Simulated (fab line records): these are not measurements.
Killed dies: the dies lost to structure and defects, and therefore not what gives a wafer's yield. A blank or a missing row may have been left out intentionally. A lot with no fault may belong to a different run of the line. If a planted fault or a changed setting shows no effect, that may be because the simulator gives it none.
A lot that was struck, set against a sound lot + flow sky130 + 27 out of 708 route steps
Sound: these wafers, L755.1, L755.2, L755.4. Struck: wafer L757.3. The cause is given at the end.
For every step that has rows: the tool of each side, followed by ch and its chambers, followed by its first start. Under that, the readings that differ: sound wafers + struck wafers + difference of the means + sigmas: that difference in standard deviations of wafers without a fault.
alike: a reading whose means differ by less than 2 such deviations, as well as words and numbers matching on both sides. not compared: withheld readings; readings where some wafer has no value; bounds like >300 that might hide an equal value; numbers whose values overlap and for which the record gives no deviation.
Wherever a step has rows on one side only, a row that says differs or no value, or a row with sigmas, the two part there. Non-overlapping numbers with no deviation appear without sigmas and do not part them. A reading missing from all wafers of one side parts the sides only when that side holds two or more wafers.

SKY_VIA4_ETCH_12: etches SiO2 in C4F8/O2/Ar, stops on TiN, target depth 580 nm.
  sound on rie_diel-04 ch 1,2,3, day 44 17:02; struck on rie_diel-01 ch 0, day 45 07:29
  alike: chamber_pressure_mTorr, oes_product_au, rf_fwd_power_W
SKY_VIA4_STRIP_13: strips in O2/N2.
  sound on plasma_asher-02 ch 0,1, day 44 17:07; struck on plasma_asher-02 ch 1, day 45 07:36
  alike: chamber_pressure_mTorr, drypump_motor_current_A, oes_product_au, strip_time_to_endpoint_s
  not compared: rf_hours_counter_h
then, 5 steps without rows for these wafers: SKY_VIA4_STRIP_14 (strips in post etch residue remover, time 1200 s); SKY_VIA4_CLEAN_15 (cleans in IPA, time 180 s); SKY_VIA4_CLEAN_16 (cleans in O3/DIW); SKY_VIA4_SPUTTER_17 (material TiN, target thk 20 nm, time 80 s); SKY_VIA4_CVD_18 (deposits W, target thk 505 nm, time 152.14 s).
SKY_VIA4_RS_MEAS_19: measurement is done with a four-point probe.
  sound on film_metro-03, day 44 17:55; struck on film_metro-04, day 45 08:26
  alike: VIA4_W_RS
SKY_VIA4_THK_MEAS_20: measures by xrf.
  sound on film_metro-03, day 44 18:02; struck on film_metro-04, day 45 08:32
  alike: VIA4_W_THK
SKY_VIA4_CMP_21: polishes, stops on SiO2, t overpolish 25 s, target thk 0 nm.
  sound on cmp-01 ch 0,2,3, day 44 18:05; struck on cmp-01 ch 1, day 45 08:35
  alike: motor_current_A, overpolish_run_s, retaining_ring_pressure_frac, time_to_endpoint_s
then, 1 step without rows for these wafers: SKY_METAL5_SPUTTER_00 (material Ti, target thk 15 nm, time 10 s).
SKY_METAL5_SPUTTER_01: material TiN, target thk 20 nm, time 16.26 s.
  sound on pvd_sputter-01, day 44 18:25; struck on pvd_sputter-01, day 45 08:54
  alike: throttle_valve_pct
SKY_METAL5_SPUTTER_02: material AlCu, target thk 1150 nm, time 61.2 s.
  sound on pvd_sputter-01, day 44 18:26; struck on pvd_sputter-01, day 45 08:56
| reading                                     | sound          | struck | difference | sigmas |
|---------------------------------------------|----------------|--------|------------|--------|
| model.AlCu_of_METAL5_SPUTTER_02.thk_nm (nm) | 1148 1155 1157 | 1267   | +114       |        |
  alike: throttle_valve_pct
then, 2 steps without rows for these wafers: SKY_METAL5_SPUTTER_03 (material Ti, target thk 5 nm, time 3.3 s); SKY_METAL5_SPUTTER_04 (material TiN, target thk 70 nm, time 58.3 s).
SKY_METAL5_RS_MEAS_05: measurement is done with a four-point probe.
  sound on film_metro-03, day 44 18:34; struck on film_metro-01, day 45 09:22
| reading                 | sound                | struck | difference | sigmas |
|-------------------------|----------------------|--------|------------|--------|
| METAL5_ALCU_RS (ohm/sq) | 0.0270 0.0269 0.0268 | 0.0246 | -0.0023    | -7     |
  not compared: hold
SKY_METAL5_THK_MEAS_06: measures by xrf.
  sound on film_metro-03, day 44 18:41; struck on film_metro-01, day 45 11:59
| reading              | sound          | struck | difference | sigmas |
|----------------------|----------------|--------|------------|--------|
| METAL5_ALCU_THK (nm) | 1130 1135 1139 | 1234   | +99        | +6     |
  not compared: hold
then, 7 steps without rows for these wafers: SKY_METAL5_HMDS_08 (prime time 60 s); SKY_METAL5_COAT_09 (resist thk 1800 nm); SKY_METAL5_SOFTBAKE_10 (time 60 s); SKY_METAL5_EXPOSE_11 (exposes mask MM5, target cd 1600 nm); SKY_METAL5_PEB_12; SKY_METAL5_DEVELOP_13 (develop time 60 s); SKY_METAL5_DESCUM_14 (chemistry O2, time 11 s).
SKY_METAL5_METAL_ETCH_15: etches the open film in Cl2/BCl3, stops on SiO2, target depth 1260 nm, time 252 s.
  sound on rie_metal-03 ch 0,1, day 45 16:02; struck on rie_metal-02 ch 0, day 46 05:58
| reading               | sound             | struck | difference | sigmas |
|-----------------------|-------------------|--------|------------|--------|
| oes_product_au (a.u.) | 0.887 0.892 0.888 | 0.930  | +0.041     | +8     |
  alike: chamber_pressure_mTorr, drypump_motor_current_A, rf_fwd_power_W, throttle_valve_pct
  not compared: rf_hours_counter_h
SKY_METAL5_STRIP_16: strips in O2/N2.
  sound on plasma_asher-04 ch 0,1, day 45 16:16; struck on plasma_asher-01 ch 0, day 46 06:09
| reading                     | sound       | struck | difference | sigmas |
|-----------------------------|-------------|--------|------------|--------|
| drypump_motor_current_A (A) | 6.3 6.8 6.8 | 5.7    | -0.9       | -2     |
  alike: chamber_pressure_mTorr, oes_product_au, strip_time_to_endpoint_s
  not compared: rf_hours_counter_h
SKY_PAD_OPEN_PROBE_99:
  sound on prober-02, day 47 13:09; struck on prober-01, day 48 03:22
| reading                      | sound                   | struck  | difference | sigmas |
|------------------------------|-------------------------|---------|------------|--------|
| model.etest.met5.rs_ohm_sq   | 0.02712 0.02705 0.02687 | 0.02487 | -0.00214   |        |
| model.etest.met5.line_ohm_um | 0.01697 0.01699 0.0169  | 0.01552 | -0.00143   |        |
  alike: killed_at_M0_to_M3, killed_at_M4_up, killed_at_contacts, killed_at_front_end, killed_at_other, killed_dies, killed_open, killed_short

== WHERE THEY PART ==
Last at SKY_METAL5_STRIP_16 as far as this record goes, first at SKY_METAL5_RS_MEAS_05. Later steps at which nothing parts them and some readings are alike: SKY_PAD_OPEN_PROBE_99.

WHY: the cause the simulator had injected
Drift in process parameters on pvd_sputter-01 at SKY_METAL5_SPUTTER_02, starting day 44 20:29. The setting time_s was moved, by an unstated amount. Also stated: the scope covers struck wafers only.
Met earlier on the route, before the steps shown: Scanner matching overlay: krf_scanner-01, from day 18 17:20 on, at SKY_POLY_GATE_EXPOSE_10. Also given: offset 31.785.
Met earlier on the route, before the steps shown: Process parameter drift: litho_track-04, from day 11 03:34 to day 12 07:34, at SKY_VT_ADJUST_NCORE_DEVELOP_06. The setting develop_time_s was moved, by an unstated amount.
